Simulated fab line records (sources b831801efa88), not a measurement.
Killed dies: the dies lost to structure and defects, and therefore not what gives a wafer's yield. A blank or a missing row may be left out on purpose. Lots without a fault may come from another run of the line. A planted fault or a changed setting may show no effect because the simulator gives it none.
fab line records    flow sky130
record lots=6  wafers=18  lastDay=49
route steps=708 shown METAL1@446 VIA1@458 PAD_OPEN@708
lots with no fault: from the same line, run without faults
startH: hours from the record's first day to the start of the lot's first wafer shown    waitH: hours from the lot's prior step to this one    " identical to the entry in the row above    L1.1+2: a row that stands for several wafers    - no value present, or no start provided    * or withheld: withheld    < > ~ a bound
route shown NAME@n: names a module that has steps shown in the file, with the first one's number in the route    usual: mean/standard deviation taken from wafers without a fault    same: alike in all rows    chamber/n: place in a boat    sites: each site's reading    _std_site: standard deviation of those values    _edge_site: inner sites' mean taken away from outer sites' mean    radiusMm: for every site, how far away it sits from the centre of the wafer    mask NAME#n: copy n    behind: the most recent tool/chamber to have shaped the wafer    hold: why the lot was held/for how many hours/how that ended    device: names the non-switching transistor (n, p or np)    end of line: the route-end tests of the same wafers    a step without rows: its recipe alone    killed: at the first sort, the dies lost to defects and structure; wafer yield is something else    map: a wafer's dies, marking killed ones x, the rest . and places with no die _
set.NAME: setting as actually run; set.NAME@STEP: the setting as run at that earlier step    model.NAME: the simulator's own value behind a step, which no gauge read
lots seen at some steps along the route; tables by step, rows by wafer
services: when a tool's chamber went out of use (startH, in hours from the record's first day, below 0 if earlier), for how many hours, and the reason
## steps
# step SKY_METAL1_EXPOSE_12
# recipe maskId=MM1  na=0.8  sourceShape=annular  sigmaInner=0.55  sigmaOuter=0.85  targetCdNm=140  doseMj=28
# step SKY_METAL1_PEB_13
# recipe pebTempC=withheld  pebTimeS=withheld  resist=KrF-thick
# step SKY_METAL1_DEVELOP_14
# recipe developTimeS=60  resist=KrF-thick  devTempC=21
# step SKY_METAL1_CD_MEAS_15
# recipe targetCdNm=140
# usual cdNm=139.6/1.5
lot.wafer  tool      chamber  startH  waitH  cdNm
L760.1     cdSem-02  -        759.18  -      137.9
L760.5     "         -        "       "      136.7
L760.6     "         -        "       "      137.0
L769.1     cdSem-02  -        842.43  -      140.3
L769.2     "         -        "       "      140.8
L769.5     "         -        "       "      140.3
L770.1     cdSem-02  -        852.32  -      141.8
L770.2     "         -        "       "      142.3
L770.4     "         -        "       "      143.0
L772.3     cdSem-02  -        861.72  -      138.7
L772.4     "         -        "       "      138.9
L772.6     "         -        "       "      138.1
L775.1     cdSem-01  -        892.17  -      140.9
L775.2     "         -        "       "      140.4
L775.3     "         -        "       "      140.3
L777.1     cdSem-02  -        895.02  -      140.6
L777.2     "         -        "       "      142.3
L777.5     "         -        "       "      140.5
# step SKY_METAL1_OVL_MEAS_16
# usual METAL1_OVL=2/4.5
lot.wafer  tool        chamber  startH  waitH  METAL1_OVL[nm]
L760.1     overlay-01  -        759.30  0.1    11
L760.5     "           -        "       "      10
L760.6     "           -        "       "      -3
L769.1     overlay-01  -        842.55  0.1    5
L769.2     "           -        "       "      6
L769.5     "           -        "       "      2
L770.1     overlay-02  -        852.44  0.1    4
L770.2     "           -        "       "      0
L770.4     "           -        "       "      1
L772.3     overlay-02  -        861.81  0.1    10
L772.4     "           -        "       "      2
L772.6     "           -        "       "      5
L775.1     overlay-01  -        892.29  0.1    4
L775.2     "           -        "       "      1
L775.3     "           -        "       "      1
L777.1     overlay-02  -        895.14  0.1    7
L777.2     "           -        "       "      2
L777.5     "           -        "       "      0
# step SKY_METAL1_DESCUM_17
# recipe chemistry=O2  sourcePowerW=150  biasPowerW=0  pressureMtorr=10  tempC=40  timeS=8
# usual drypumpMotorCurrentA=5.8/0.48  oesProductAu=0.999/0.0099
lot.wafer  tool         chamber  startH  waitH  drypumpMotorCurrentA  oesProductAu  rfHoursCounterH
L760.1     rieMetal-02  0        759.33  0.0    6.5                   0.990         3
L760.5     "            0        "       "      6.5                   0.997         -
L760.6     "            0        "       "      6.5                   0.996         -
L769.1     rieMetal-02  0        842.59  0.0    6.4                   0.992         7
L769.2     "            0        "       "      6.4                   1.000         -
L769.5     "            0        "       "      6.4                   1.001         -
L770.1     rieMetal-04  1        852.47  0.0    5.3                   0.999         8
L770.2     "            0        "       "      5.8                   0.998         3
L770.4     "            1        "       "      5.3                   1.002         -
L772.3     rieMetal-03  0        861.85  0.0    5.1                   1.001         -
L772.4     "            1        "       "      6.2                   0.991         -
L772.6     "            0        "       "      5.2                   1.001         -
L775.1     rieMetal-02  0        892.32  0.0    6.5                   1.003         10
L775.2     "            1        "       "      5.6                   1.027         12
L775.3     "            1        "       "      5.6                   1.015         -
L777.1     rieMetal-03  0        895.17  0.0    5.2                   1.020         10
L777.2     "            1        "       "      6.2                   0.988         15
L777.5     "            1        "       "      6.2                   0.994         -
# step SKY_METAL1_ETCH_18
# recipe chemistry=N2/H2  target=BARC  ionEnergyEv=200  biasW=100  pressureMtorr=30  n2FlowSccm=100  h2FlowSccm=200  icpW=500  stopOn=SiO2  timeS=45.9  targetDepthA=600
# usual drypumpMotorCurrentA=5.8/0.48  oesProductAu=0.855/0.0049  throttleValvePct=13.224/0.0096
lot.wafer  tool         chamber  startH  waitH  drypumpMotorCurrentA  oesProductAu  rfHoursCounterH  throttleValvePct
L760.1     rieMetal-02  0        759.40  0.1    6.5                   0.846         3                13.227
L760.5     "            0        "       "      6.5                   0.852         -                13.223
L760.6     "            0        "       "      6.5                   0.849         -                13.217
L769.1     rieMetal-02  0        842.67  0.1    6.5                   0.853         7                13.233
L769.2     "            0        "       "      6.5                   0.859         -                13.213
L769.5     "            0        "       "      6.5                   0.845         -                13.216
L770.1     rieMetal-04  1        852.51  0.0    5.4                   0.858         8                13.233
L770.2     "            0        "       "      5.8                   0.856         3                13.234
L770.4     "            1        "       "      5.4                   0.863         -                13.231
L772.3     rieMetal-03  0        861.89  0.0    5.2                   0.847         -                13.212
L772.4     "            1        "       "      6.2                   0.856         -                13.218
L772.6     "            0        "       "      5.2                   0.857         -                13.225
L775.1     rieMetal-02  0        892.36  0.0    6.5                   0.855         10               13.215
L775.2     "            1        "       "      5.6                   0.856         12               13.215
L775.3     "            1        "       "      5.6                   0.858         -                13.228
L777.1     rieMetal-03  0        895.21  0.0    5.2                   0.860         10               13.216
L777.2     "            1        "       "      6.2                   0.857         15               13.218
L777.5     "            1        "       "      6.2                   0.854         -                13.237
# step SKY_METAL1_METAL_ETCH_19
# recipe targetDepthA=3600  stopOn=SiO2  overEtchFrac=0.3  timeS=78  chemistry=Cl2/BCl3  resistSidewallDeg=88  pressureMtorr=10  icpW=900  biasW=48.5  Cl2_flow_sccm=60  bcl3FlowSccm=30
# usual drypumpMotorCurrentA=5.8/0.48  oesProductAu=0.854/0.0061  throttleValvePct=22.265/0.0097
lot.wafer  tool         chamber  startH  waitH  drypumpMotorCurrentA  oesProductAu  rfHoursCounterH  throttleValvePct
L760.1     rieMetal-02  0        759.52  0.1    6.5                   0.851         3                22.257
L760.5     "            0        "       "      6.4                   0.859         -                22.265
L760.6     "            0        "       "      6.4                   0.861         -                22.283
L769.1     rieMetal-02  0        842.84  0.1    6.5                   0.850         7                22.262
L769.2     "            0        "       "      6.5                   0.852         -                22.263
L769.5     "            0        "       "      6.5                   0.850         -                22.268
L770.1     rieMetal-04  1        852.57  0.0    5.3                   0.852         8                22.279
L770.2     "            0        "       "      5.8                   0.852         3                22.284
L770.4     "            1        "       "      5.4                   0.846         -                22.271
L772.3     rieMetal-03  0        861.96  0.1    5.2                   0.853         -                22.258
L772.4     "            1        "       "      6.2                   0.849         -                22.271
L772.6     "            0        "       "      5.2                   0.842         -                22.280
L775.1     rieMetal-02  0        892.42  0.0    6.5                   0.854         10               22.258
L775.2     "            1        "       "      5.6                   0.853         12               22.256
L775.3     "            1        "       "      5.6                   0.857         -                22.273
L777.1     rieMetal-03  0        895.27  0.0    5.2                   0.858         10               22.272
L777.2     "            1        "       "      6.2                   0.855         15               22.263
L777.5     "            1        "       "      6.2                   0.847         -                22.241
# step SKY_METAL1_STRIP_20
# recipe chemistry=O2/N2  powerW=1400  pressureMtorr=1500  platenTempC=withheld  o2FlowSccm=3000  n2FlowSccm=300  overashFraction=0.5
# usual drypumpMotorCurrentA=5.59/0.21  oesProductAu=0.343/0.0054  stripTimeToEndpointS=2.71/0.045
lot.wafer  tool            chamber  startH  waitH  drypumpMotorCurrentA  oesProductAu  rfHoursCounterH  stripTimeToEndpointS
L760.1     plasmaAsher-01  0        759.70  0.1    5.58                  0.338         65               2.77
L760.5     "               1        "       "      5.47                  0.343         -                2.73
L760.6     "               0        "       "      5.55                  0.350         -                2.76
L769.1     plasmaAsher-01  0        843.08  0.2    5.56                  0.340         74               2.71
L769.2     "               1        "       "      5.47                  0.352         74               2.72
L769.5     "               1        "       "      5.46                  0.338         -                2.69
L770.1     plasmaAsher-03  1        852.66  0.1    5.74                  0.347         102              2.73
L770.2     "               0        "       "      5.30                  0.338         102              2.72
L770.4     "               0        "       "      5.26                  0.346         -                2.76
L772.3     plasmaAsher-01  1        862.05  0.1    5.47                  0.332         -                2.64
L772.4     "               0        "       "      5.59                  0.340         -                2.68
L772.6     "               0        "       "      5.58                  0.339         -                2.66
L775.1     plasmaAsher-04  1        892.51  0.1    5.91                  0.354         46               2.65
L775.2     "               0        "       "      5.64                  0.333         46               2.63
L775.3     "               0        "       "      5.64                  0.343         -                2.65
L777.1     plasmaAsher-01  0        895.36  0.1    5.58                  0.338         79               2.65
L777.2     "               1        "       "      5.46                  0.342         79               2.71
L777.5     "               1        "       "      5.46                  0.349         -                2.73
# step SKY_METAL1_STRIP_21
# recipe chemistry=postEtchResidueRemover  timeS=1200  tempC=72.5
# step SKY_METAL1_CLEAN_22
# recipe chemistry=IPA  timeS=180  tempC=25
# step SKY_METAL1_CLEAN_23
# recipe chemistry=O3/DIW  dry=n2Spin
# step SKY_VIA1_HDPCVD_00
# recipe material=SiO2  targetThkNm=1030  sigmaOpenFrac=0.3  timeS=171.7  tempC=400  sih4FlowSccm=60  pressureMtorr=6
# usual sih4FlowSccm=59.97/0.2
lot.wafer  tool       chamber  startH  waitH  sih4FlowSccm  model.SiO2_of_VIA1_HDPCVD_00.thkNm
L760.1     hdpcvd-02  0        760.30  0.0    59.68         1032
L760.5     "          2        "       "      60.18         1028
L760.6     "          1        "       "      60.09         1016
L769.1     hdpcvd-02  1        843.68  0.0    59.93         1024
L769.2     "          0        "       "      59.62         1034
L769.5     "          0        "       "      60.07         1024
L770.1     hdpcvd-02  0        853.26  0.0    50.88         882.9
L770.2     "          2        "       "      51.13         863
L770.4     "          0        "       "      50.96         879.4
L772.3     hdpcvd-02  1        862.61  0.0    50.87         885.9
L772.4     "          1        "       "      51.01         883.3
L772.6     "          2        "       "      51.02         881.6
L775.1     hdpcvd-01  0        893.10  0.0    59.92         1009
L775.2     "          1        "       "      59.97         1026
L775.3     "          2        "       "      59.77         1044
L777.1     hdpcvd-01  1        895.99  0.0    59.92         1036
L777.2     "          2        "       "      60.14         1042
L777.5     "          1        "       "      60.31         1031
# step SKY_VIA1_THK_MEAS_01
# recipe reads=SiO2_of_VIA1_HDPCVD_00
# usual VIA1_HDPCVD_THK=1030/12
lot.wafer  tool          chamber  startH  waitH  VIA1_HDPCVD_THK[nm]
L760.1     filmMetro-03  -        760.41  0.1    1031
L760.5     "             -        "       "      1029
L760.6     "             -        "       "      1016
L769.1     filmMetro-01  -        843.79  0.1    1024
L769.2     "             -        "       "      1034
L769.5     "             -        "       "      1024
L770.1     filmMetro-01  -        853.38  0.1    882
L770.2     "             -        "       "      863
L770.4     "             -        "       "      880
L772.3     filmMetro-03  -        862.74  0.1    886
L772.4     "             -        "       "      883
L772.6     "             -        "       "      882
L775.1     filmMetro-04  -        893.21  0.1    1010
L775.2     "             -        "       "      1027
L775.3     "             -        "       "      1044
L777.1     filmMetro-04  -        896.10  0.1    1036
L777.2     "             -        "       "      1042
L777.5     "             -        "       "      1031
# step SKY_VIA1_CMP_02
# recipe material=SiO2  downForcePsi=4  platenRpm=61.26  padVelocityMS=0.94248
# usual motorCurrentA=12.3/1.1
lot.wafer  tool    chamber  startH  waitH  motorCurrentA
L760.1     cmp-01  2        760.52  0.1    11.0
L760.5     "       1        "       "      13.8
L760.6     "       2        "       "      11.5
L769.1     cmp-01  2        843.90  0.1    10.8
L769.2     "       0        "       "      11.8
L769.5     "       2        "       "      11.7
L770.4     cmp-02  0        853.44  0.0    10.8
L770.1     "       2        "       "      13.0
L770.2     "       3        "       "      12.6
L772.4     cmp-01  1        862.78  0.0    13.9
L772.3     "       0        "       "      12.6
L772.6     "       1        "       "      14.0
L775.2     cmp-02  0        893.27  0.0    10.6
L775.3     "       2        "       "      13.4
L775.1     "       3        "       "      12.5
L777.2     cmp-01  2        896.16  0.0    11.0
L777.1     "       0        "       "      11.9
L777.5     "       3        "       "      13.8
# step SKY_PAD_OPEN_PROBE_99
# usual defectLimitedYield=82.7/1.8  killed_at_M0_to_M3=42/7.5  killed_at_M4_up=3.2/1.7  killedAtContacts=24/5.1  killedAtFrontEnd=15/4.1  killedAtOther=0.3/0.58  killedDies=85/8.9  killedOpen=46/6.4  killedShort=39/6  sort_bin_3_pad_short=0.9/0.4  sort_bin_5_function=10.1/1.6  sort_bin_6_memory=6.3/1  sortNPass=407/9  sortYieldPct=82.7/1.8
# same grossDies=492  killedAtBackSide=0  sort_bin_4_leakage[%]=0  sort_bin_8_speed[%]=0
lot.wafer  tool       chamber  startH   waitH  defectLimitedYield[%]  killed_at_M0_to_M3  killed_at_M4_up  killedAtContacts  killedAtFrontEnd  killedAtOther  killedDies  killedOpen  killedShort  sort_bin_3_pad_short[%]  sort_bin_5_function[%]  sort_bin_6_memory[%]  sortNPass  sortYieldPct[%]
L760.1     prober-01  -        1071.08  0.1    80.9                   36                  5                41                12                0              94          59          35           1.0                      11.8                    6.3                   398        80.9
L760.5     prober-01  -        1071.28  0.2    84.8                   41                  6                14                14                0              75          45          30           0.8                      8.1                     6.3                   417        84.8
L760.6     prober-01  -        1071.33  0.2    83.7                   35                  2                24                18                1              80          45          35           0.4                      10.2                    5.7                   412        83.7
L769.1     prober-02  -        1136.04  0.1    81.3                   38                  3                32                19                0              92          52          40           0.6                      11.8                    6.3                   400        81.3
L769.2     prober-02  -        1136.09  0.1    80.3                   38                  3                40                16                0              97          53          43           0.6                      10.8                    8.3                   395        80.3
L769.5     prober-02  -        1136.24  0.2    81.3                   41                  4                24                23                0              92          51          41           0.6                      10.8                    7.3                   400        81.3
L770.1     prober-02  -        1142.44  0.1    82.1                   38                  3                23                24                0              88          52          36           1.0                      10.2                    6.7                   404        82.1
L770.2     prober-02  -        1142.49  0.1    80.7                   46                  8                25                16                0              95          52          43           0.8                      12.2                    6.3                   397        80.7
L770.4     prober-02  -        1142.59  0.2    82.5                   43                  4                19                20                0              86          53          33           1.6                      10.6                    5.3                   406        82.5
L772.3     prober-01  -        1151.53  0.2    81.7                   47                  4                19                17                3              90          42          45           1.0                      12.6                    4.7                   402        81.7
L772.4     prober-01  -        1151.58  0.2    81.3                   52                  5                15                20                0              92          51          41           0.2                      11.8                    6.7                   400        81.3
L772.6     prober-01  -        1151.68  0.2    81.3                   49                  3                21                19                0              92          47          44           0.8                      11.4                    6.5                   400        81.3
L775.1     prober-02  -        1171.85  0.1    80.7                   51                  2                23                19                0              95          48          47           0.8                      12.2                    6.3                   397        80.7
L775.2     prober-02  -        1171.90  0.1    79.5                   52                  1                32                16                0              101         51          50           1.2                      13.4                    5.9                   391        79.5
L775.3     prober-02  -        1171.95  0.2    84.1                   43                  2                14                19                0              78          35          43           0.8                      8.5                     6.5                   414        84.1
L777.1     prober-01  -        1173.76  0.1    86.2                   34                  5                17                12                0              68          33          35           0                        8.5                     5.3                   424        86.2
L777.2     prober-01  -        1173.81  0.1    83.1                   44                  3                21                15                0              83          50          33           0.6                      8.9                     7.3                   409        83.1
L777.5     prober-01  -        1173.96  0.2    86.4                   29                  4                22                12                0              67          34          33           1.2                      8.3                     4.1                   425        86.4
# killed by level:class
L760.1 CONTACT:geometricParticle:open=24 VIA1:geometricParticle:open=10 VIA2:geometricParticle:open=7 LI_CONTACT:geometricParticle:open=6 METAL2:geometricParticle:short=6 LOCAL_INTERCONNECT:geometricParticle:short=5 CONTACT:geometricParticle:short=4 FIELD_ISO:geometricParticle:short=3
L760.5 VIA3:geometricParticle:open=16 LI_CONTACT:geometricParticle:open=9 VIA2:geometricParticle:open=6 FIELD_ISO:geometricParticle:open=5 METAL1:geometricParticle:short=5 METAL4:geometricParticle:short=5 POLY_GATE:geometricParticle:short=4 VIA1:geometricParticle:open=4
L760.6 CONTACT:geometricParticle:open=9 VIA3:geometricParticle:open=8 VIA1:geometricParticle:open=7 LI_CONTACT:geometricParticle:open=7 VIA2:geometricParticle:open=5 LOCAL_INTERCONNECT:geometricParticle:short=5 FIELD_ISO:geometricParticle:short=4 METAL2:geometricParticle:short=4
L769.1 VIA1:geometricParticle:open=13 CONTACT:geometricParticle:open=9 LI_CONTACT:geometricParticle:open=8 LI_CONTACT:geometricParticle:short=5 CONTACT:geometricParticle:short=5 METAL2:geometricParticle:short=5 VIA3:geometricParticle:open=5 LOCAL_INTERCONNECT:geometricParticle:short=4
L769.2 CONTACT:geometricParticle:open=14 VIA1:geometricParticle:open=11 LOCAL_INTERCONNECT:geometricParticle:short=9 LI_CONTACT:geometricParticle:open=6 CONTACT:geometricParticle:short=6 VIA3:geometricParticle:open=6 METAL2:geometricParticle:short=5 FIELD_ISO:geometricParticle:open=4
L769.5 CONTACT:geometricParticle:open=16 POLY_GATE:geometricParticle:short=9 VIA3:geometricParticle:open=8 VIA2:geometricParticle:open=6 METAL3:geometricParticle:short=6 POLY_GATE:geometricParticle:open=5 METAL1:geometricParticle:short=5 LI_CONTACT:geometricParticle:open=4
L770.1 VIA2:geometricParticle:open=11 CONTACT:geometricParticle:open=9 VIA1:geometricParticle:open=7 LI_CONTACT:geometricParticle:open=6 POLY_GATE:geometricParticle:short=5 FIELD_ISO:geometricParticle:open=4 POLY_GATE:geometricParticle:open=4 VIA2:geometricParticle:short=4
L770.2 VIA1:geometricParticle:open=18 CONTACT:geometricParticle:open=12 VIA2:geometricParticle:open=6 METAL4:geometricParticle:short=6 METAL2:geometricParticle:short=6 LI_CONTACT:geometricParticle:open=5 CONTACT:geometricParticle:short=5 POLY_GATE:geometricParticle:short=4
L770.4 VIA1:geometricParticle:open=12 CONTACT:geometricParticle:open=8 VIA2:geometricParticle:open=8 FIELD_ISO:geometricParticle:open=6 LI_CONTACT:geometricParticle:open=5 METAL3:geometricParticle:short=5 FIELD_ISO:geometricParticle:short=4 POLY_GATE:geometricParticle:open=4
L772.3 VIA1:geometricParticle:open=9 VIA2:geometricParticle:short=8 METAL1:geometricParticle:short=8 CONTACT:geometricParticle:open=7 FIELD_ISO:geometricParticle:short=6 LI_CONTACT:geometricParticle:open=5 VIA2:geometricParticle:open=5 POLY_GATE:geometricParticle:short=3
L772.4 VIA1:geometricParticle:open=14 VIA3:geometricParticle:open=8 METAL1:geometricParticle:short=7 FIELD_ISO:geometricParticle:open=6 POLY_GATE:geometricParticle:short=6 CONTACT:geometricParticle:open=6 VIA1:geometricParticle:short=5 FIELD_ISO:geometricParticle:short=4
L772.6 VIA1:geometricParticle:open=11 METAL1:geometricParticle:short=11 FIELD_ISO:geometricParticle:short=7 LI_CONTACT:geometricParticle:open=7 CONTACT:geometricParticle:open=7 VIA1:geometricParticle:short=7 VIA3:geometricParticle:open=6 CONTACT:geometricParticle:short=6
L775.1 VIA1:geometricParticle:open=10 METAL2:geometricParticle:short=9 POLY_GATE:geometricParticle:open=8 CONTACT:geometricParticle:short=7 CONTACT:geometricParticle:open=7 VIA2:geometricParticle:open=7 POLY_GATE:geometricParticle:short=6 METAL1:geometricParticle:short=6
L775.2 VIA1:geometricParticle:open=13 METAL2:geometricParticle:short=10 LI_CONTACT:geometricParticle:open=9 CONTACT:geometricParticle:open=9 CONTACT:geometricParticle:short=8 POLY_GATE:geometricParticle:open=6 METAL1:geometricParticle:short=6 VIA2:geometricParticle:open=6
L775.3 METAL1:geometricParticle:short=9 VIA1:geometricParticle:open=8 VIA2:geometricParticle:open=6 FIELD_ISO:geometricParticle:open=5 POLY_GATE:geometricParticle:short=5 METAL2:geometricParticle:short=5 VIA3:geometricParticle:open=5 CONTACT:geometricParticle:short=4
L777.1 VIA1:geometricParticle:open=12 CONTACT:geometricParticle:open=7 LOCAL_INTERCONNECT:geometricParticle:short=5 METAL1:geometricParticle:short=4 VIA1:geometricParticle:short=4 METAL4:geometricParticle:short=4 FIELD_ISO:geometricParticle:short=3 POLY_GATE:geometricParticle:open=3
L777.2 VIA1:geometricParticle:open=13 LI_CONTACT:geometricParticle:open=10 CONTACT:geometricParticle:open=7 VIA1:geometricParticle:short=7 METAL2:geometricParticle:short=6 VIA2:geometricParticle:open=6 POLY_GATE:geometricParticle:open=5 POLY_GATE:geometricParticle:short=4
L777.5 VIA1:geometricParticle:open=9 LI_CONTACT:geometricParticle:open=8 LOCAL_INTERCONNECT:geometricParticle:short=6 VIA2:geometricParticle:short=5 VIA3:geometricParticle:open=4 FIELD_ISO:geometricParticle:open=3 POLY_GATE:geometricParticle:short=3 LI_CONTACT:geometricParticle:short=3
## services
tool            chamber  startH  hours  kind
hdpcvd-02       -        736.49  2.8    pm
cmp-02          -        744.17  4.0    pm
cmp-02          -        748.17  -      consumableReplace:conditioner
cmp-02          -        748.17  -      consumableReplace:pad
rieMetal-02     1        758.14  44.0   repair
rieMetal-04     0        762.17  -      clean
rieMetal-04     0        762.17  18.7   scheduledDown
rieMetal-04     0        762.17  18.7   ventCycle
plasmaAsher-03  -        763.55  2.8    pm
hdpcvd-02       0        777.11  10.1   repair
hdpcvd-01       -        790.34  0.9    repair
plasmaAsher-03  -        803.37  1.1    repair
cmp-02          -        811.72  0.6    repair
cmp-02          -        826.25  9.9    pm
rieMetal-02     1        838.82  17.5   repair
hdpcvd-01       2        843.65  6.4    repair
cmp-02          -        844.75  4.9    repair
hdpcvd-01       1        856.11  5.4    repair
## key
firstSign step=SKY_VIA1_HDPCVD_00  reading=sih4FlowSccm  direction=down  sigmas=46  usual=59.97  struck=50.98
effect step=SKY_VIA1_THK_MEAS_01  reading=VIA1_HDPCVD_THK  direction=down  sigmas=12  usual=1030  struck=879
modelEffect step=SKY_VIA1_HDPCVD_00  value=SiO2_of_VIA1_HDPCVD_00.thkNm  without=1034  struck=879.3
metAt SKY_VIA1_HDPCVD_00
struckWafers L770.1,L770.2,L770.4,L772.3,L772.4,L772.6
onsetBetween 843.68 853.26
fault kind=processParameterDrift  tool=hdpcvd-02  chamber=-  onsetH=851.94  steps=SKY_VIA1_HDPCVD_00  channel=sih4FlowSccm  offset=-9  shape=step  endH=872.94  actsIn=theseRecipesOnly  stated=60
